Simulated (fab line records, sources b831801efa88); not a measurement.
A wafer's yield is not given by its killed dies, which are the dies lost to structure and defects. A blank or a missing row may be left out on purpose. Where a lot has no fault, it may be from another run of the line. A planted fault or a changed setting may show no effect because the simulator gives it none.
Matching of chambers    flow gf180mcu    GF_V2_ETCH_16 on rie diel-04 has 4 sister chambers
The step etches BARC in N2/H2. 18 wafers are shown with their chamber, then 9 later ones without.

## WAFERS, EACH WITH ITS CHAMBER
wafer   chamber  oes product au (a.u.)  throttle valve pct (%)
L074.2  3        0.846                  13.221
L074.4  2        0.851                  13.229
L074.6  3        0.844                  13.210
L076.3  3        0.847                  13.225
L076.4  1        0.854                  13.225
L076.5  3        0.850                  13.219
L077.1  3        0.852                  13.228
L077.3  2        0.849                  13.237
L077.5  3        0.852                  13.220
L085.1  1        0.852                  13.223
L085.3  2        0.853                  13.232
L085.6  1        0.857                  13.227
L087.1  3        0.852                  13.222
L087.3  1        0.854                  13.241
L087.4  0        0.854                  13.230
L088.1  2        0.851                  13.217
L088.3  0        0.853                  13.233
L088.4  3        0.846                  13.222

SIGNATURES, as means of the wafers listed above
reading             chamber 0  chamber 1  chamber 2  chamber 3  scatter within a chamber
oes product au      0.85350    0.85425    0.85100    0.84862    0.00261
throttle valve pct  13.23150   13.22900   13.22875   13.22087   0.00662
Rule: for a wafer and a chamber, the distance is found by dividing, reading by reading, the gap between the wafer's reading and the chamber's mean by the reading's scatter, squaring, summing and taking the root. The wafer belongs to the nearest chamber; if the next one is less than 2 further off, it can't be placed. How the scatter is found: for the shown wafers, subtract from each reading the mean of its chamber, square and add these, divide the total by (wafers less chambers), then take the root.

## WAFERS WITH NO CHAMBER GIVEN
wafer   oes product au (a.u.)  throttle valve pct (%)
L093.1  0.859                  13.240
L093.2  0.857                  13.237
L093.5  0.846                  13.210
L095.1  0.852                  13.220
L095.3  0.858                  13.228
L095.4  0.848                  13.222
L096.1  0.856                  13.220
L096.5  0.860                  13.228
L096.6  0.847                  13.224

## WHICH CHAMBER EACH ONE RAN IN
wafer   from the rows above                in truth
L093.1  can't be placed: 1 or 0 or 2       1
L093.2  can't be placed: 0 or 1 or 2       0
L093.5  can't be placed: 3 or 2            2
L095.1  can't be placed: 3 or 2 or 1 or 0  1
L095.3  can't be placed: 1 or 0 or 2       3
L095.4  can't be placed: 3 or 2            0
L096.1  can't be placed: 1 or 0 or 2 or 3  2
L096.5  can't be placed: 1 or 0 or 2       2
L096.6  can't be placed: 3 or 2 or 0       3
Placed correctly: 0 of 9. Cannot be placed on the basis of these rows: 9; the candidates contain the true chamber in 7. Number placed wrongly: 0.
